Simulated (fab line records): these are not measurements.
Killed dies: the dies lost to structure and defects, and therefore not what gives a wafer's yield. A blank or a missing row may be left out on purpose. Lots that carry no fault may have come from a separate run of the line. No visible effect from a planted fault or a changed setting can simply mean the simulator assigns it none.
Which of the tools did it? | flow gf180mcu | Sampling: 14 lots, 42 wafers, 6 of 602 route steps

== WHAT EACH GAUGE READ, for each wafer ==
GF_LVPWELL_OVL_MEAS_07. Usual: LVPWELL_OVL typically reads 0.5 nm, with standard deviation 1.3.
lot  | measured    | on         | LVPWELL_OVL (nm) | flag
L839 | day 4 03:13 | overlay-02 | 2.4 0.8 3.2      |
L840 | day 4 07:40 | overlay-01 | 0.0 -1.5 0.0     |
L841 | day 4 14:22 | overlay-02 | 1.3 4.7 2.0      |
L842 | day 4 20:16 | overlay-01 | 1.5 1.1 -0.8     |
L843 | day 5 01:04 | overlay-02 | 1.2 -0.3 0.9     |
L844 | day 5 05:40 | overlay-01 | -1.3 -1.1 -0.1   |
L845 | day 5 13:43 | overlay-02 | 3.0 0.3 0.9      |
L851 | day 6 22:07 | overlay-01 | 3.1 3.3 3.8      |
L852 | day 7 02:58 | overlay-01 | -0.6 -0.9 0.8    |
L853 | day 7 07:37 | overlay-01 | 1.9 -0.9 -0.3    |
L858 | day 8 11:43 | overlay-01 | -0.9 -0.6 0.1    |
L859 | day 8 17:07 | overlay-02 | -0.9 0.5 -0.7    |
L860 | day 8 22:49 | overlay-02 | -0.4 0.3 -0.7    |
L861 | day 9 05:22 | overlay-01 | 1.6 2.6 0.5      |

GF_DUAL_GATE_OVL_MEAS_11. Usual: DUAL_GATE_OVL typically reads -0.5 nm, with standard deviation 1.1.
lot  | measured     | on         | DUAL_GATE_OVL (nm) | flag
L839 | day 8 14:46  | overlay-01 | -1.2 -0.6 -1.1     |
L840 | day 8 21:40  | overlay-02 | -0.1 0.7 2.4       |
L841 | day 9 05:22  | overlay-02 | 0.1 -0.6 -0.3      |
L842 | day 9 12:28  | overlay-01 | 0.6 -1.7 -0.5      |
L843 | day 9 19:55  | overlay-01 | -0.1 -1.2 -0.8     |
L844 | day 9 23:13  | overlay-02 | -0.1 -1.4 -0.8     |
L845 | day 10 11:04 | overlay-01 | -0.4 -2.2 -1.0     |
L851 | day 12 01:10 | overlay-02 | 1.3 0.4 1.2        |
L852 | day 12 08:16 | overlay-02 | -0.5 -1.2 -0.7     |
L853 | day 12 14:15 | overlay-02 | -0.8 0.7 0.5       |
L858 | day 14 01:18 | overlay-02 | 0.4 0.0 0.9        |
L859 | day 14 08:06 | overlay-01 | -0.5 -1.4 0.3      |
L860 | day 14 15:46 | overlay-01 | -3.5 -2.7 -2.8     |
L861 | day 14 22:34 | overlay-02 | -0.6 -1.3 -0.6     |

GF_HV_LDD_OVL_MEAS_20. Usual: HV_LDD_01_OVL typically reads -0.2 nm, with standard deviation 1.5.
lot  | measured     | on         | HV_LDD_01_OVL (nm) | flag
L839 | day 11 03:56 | overlay-01 | 0.0 -0.3 0.0       |
L840 | day 11 09:52 | overlay-01 | -1.4 -1.2 -1.4     |
L841 | day 11 17:38 | overlay-02 | 1.7 0.1 0.1        |
L842 | day 12 02:11 | overlay-02 | 2.0 0.9 1.9        |
L843 | day 12 09:44 | overlay-02 | -0.8 -0.3 0.5      |
L844 | day 12 12:32 | overlay-02 | 2.1 0.8 0.5        |
L845 | day 13 01:11 | overlay-01 | 0.5 0.7 1.6        |
L851 | day 14 19:46 | overlay-02 | 2.1 1.1 1.4        |
L852 | day 15 02:43 | overlay-01 | -1.7 0.4 -1.7      |
L853 | day 15 10:35 | overlay-01 | -2.1 -1.4 -2.4     |
L858 | day 17 00:40 | overlay-02 | 3.1 -0.8 2.2       |
L859 | day 17 10:14 | overlay-02 | 1.1 2.1 1.0        |
L860 | day 17 17:25 | overlay-02 | 3.5 3.1 2.7        |
L861 | day 17 23:38 | overlay-02 | -0.5 0.3 -0.6      |

GF_HV_LDD_TW_MEAS_38. Usual: HV_LDD_3_TW typically reads 1425, with standard deviation 9.4.
lot  | measured     | on            | HV_LDD_3_TW    | flag
L839 | day 11 23:23 | film-metro-04 | 1429 1422 1434 |
L840 | day 12 05:31 | film-metro-03 | 1410 1414 1416 |
L841 | day 12 13:55 | film-metro-03 | 1417 1427 1418 |
L842 | day 12 22:44 | film-metro-03 | 1415 1417 1415 |
L843 | day 13 06:25 | film-metro-04 | 1432 1431 1435 |
L844 | day 13 09:58 | film-metro-03 | 1292 1294 1295 | OFF
L845 | day 13 22:07 | film-metro-04 | 1306 1308 1308 | OFF
L851 | day 15 18:19 | film-metro-03 | 1408 1407 1416 |
L852 | day 16 01:28 | film-metro-04 | 1429 1423 1428 |
L853 | day 16 10:12 | film-metro-03 | 1415 1424 1414 |
L858 | day 18 00:07 | film-metro-04 | 1437 1426 1430 |
L859 | day 18 10:26 | film-metro-04 | 1425 1426 1425 |
L860 | day 18 18:07 | film-metro-04 | 1426 1429 1427 |
L861 | day 19 00:43 | film-metro-03 | 1424 1425 1423 |

GF_HV_LDD_RS_MEAS_53: measures by four-point-probe. Usual: HV_LDD_RS typically reads 418.5 ohm/sq, with standard deviation 0.9.
lot  | measured     | on            | HV_LDD_RS (ohm/sq) | flag
L839 | day 12 18:37 | film-metro-03 | 418.1 419.2 419.9  |
L840 | day 13 01:32 | film-metro-04 | 416.9 418.5 418.9  |
L841 | day 13 10:14 | film-metro-03 | 417.4 418.3 419.2  |
L842 | day 13 19:29 | film-metro-04 | 418.1 417.8 417.3  |
L843 | day 14 03:25 | film-metro-03 | 420.2 418.4 419.0  |
L844 | day 14 07:05 | film-metro-04 | 438.5 439.1 440.8  | OFF
L845 | day 14 19:20 | film-metro-04 | 439.4 439.2 439.3  | OFF
L851 | day 16 17:12 | film-metro-04 | 419.4 418.7 418.8  |
L852 | day 17 00:33 | film-metro-04 | 418.3 421.4 419.5  |
L853 | day 17 09:29 | film-metro-01 | 419.0 417.7 417.7  |
L858 | day 19 00:49 | film-metro-01 | 417.5 417.4 417.6  |
L859 | day 19 10:59 | film-metro-04 | 419.0 419.4 419.7  |
L860 | day 19 19:04 | film-metro-01 | 418.8 417.8 418.1  |
L861 | day 20 01:58 | film-metro-04 | 419.1 419.3 418.8  |

== TOOL THAT RAN EACH LOT (tool first, then ch and the chambers of the sampled wafers, then the start) ==
lot  | GF_HV_LDD_IMPLANT_35
L839 | implanter-02 ch 0, day 11 22:59
L840 | implanter-02 ch 0, day 12 05:07
L841 | implanter-02 ch 0, day 12 13:31
L842 | implanter-02 ch 0, day 12 22:22
L843 | implanter-02 ch 0, day 13 06:02
L844 | implanter-04, day 13 09:34
L845 | implanter-04, day 13 21:40
L851 | implanter-04 ch 0, day 15 17:55
L852 | implanter-04 ch 0, day 16 01:04
L853 | implanter-04 ch 0, day 16 09:48
L858 | implanter-04 ch 0, day 17 23:43
L859 | implanter-02 ch 0, day 18 10:02
L860 | implanter-04 ch 0, day 18 17:44
L861 | implanter-01 ch 0, day 19 00:21
- GF_HV_LDD_IMPLANT_35

== AS READ BY THE TOOLS THEMSELVES (means over the sampled wafers that have a number; for cases with no such wafer, the mark the record gives instead) ==
GF_HV_LDD_IMPLANT_35. Usual: beam-energy-keV 59.996, standard deviation 0.016; beam-on-s 9.97 s, standard deviation 0.21; rotation-deg 180.00 degrees, standard deviation 0.036.
lot  | tool         | beam-energy-keV | beam-on-s (s) | rotation-deg (degrees) | flag
L839 | implanter-02 | 59.995          | 9.81          | 179.96                 |
L840 | implanter-02 | 59.990          | 10.10         | 179.98                 |
L841 | implanter-02 | 60.005          | 9.73          | 180.03                 |
L842 | implanter-02 | 60.004          | 9.99          | 180.02                 |
L843 | implanter-02 | 59.997          | 10.07         | 179.96                 |
L844 | implanter-04 | -               | -             | -                      | OFF
L845 | implanter-04 | -               | -             | -                      | OFF
L851 | implanter-04 | 59.980          | 9.87          | 180.01                 |
L852 | implanter-04 | 60.000          | 10.03         | 179.99                 |
L853 | implanter-04 | 59.995          | 9.84          | 179.99                 |
L858 | implanter-04 | 60.009          | 10.08         | 180.02                 |
L859 | implanter-02 | 60.008          | 9.78          | 180.04                 |
L860 | implanter-04 | 59.993          | 9.87          | 179.98                 |
L861 | implanter-01 | 59.983          | 9.96          | 180.01                 |

== THE ANSWER, worked out from the rows above alone ==
Rule: take the mean of a lot's wafers that have a number; if it is more than 3 standard deviations from the usual mean, the lot is off. A lot without any number at a reading at which 4 lots or more have one is off too. Any other lot the step has rows for is counted as sound. First the gauges in route order, then the tools' own readings, where a lot's mean is used as printed above. At the first step where some lot is off, the reading lying furthest off is the one used; lots without a number count as furthest.
Off: L844, L845, seen at GF_HV_LDD_TW_MEAS_38 (HV_LDD_3_TW).
A tool fits if, at a process step before that reading, it ran every lot that is off, and no sound lot after the first of them. Not tried: the gauges at GF_HV_LDD_TW_MEAS_38; whatever is off there is also off at GF_HV_LDD_IMPLANT_35, on other tools, and gauge error can't account for it. None of those tried fits.

== WHAT THE SIMULATOR HAD PUT IN ==
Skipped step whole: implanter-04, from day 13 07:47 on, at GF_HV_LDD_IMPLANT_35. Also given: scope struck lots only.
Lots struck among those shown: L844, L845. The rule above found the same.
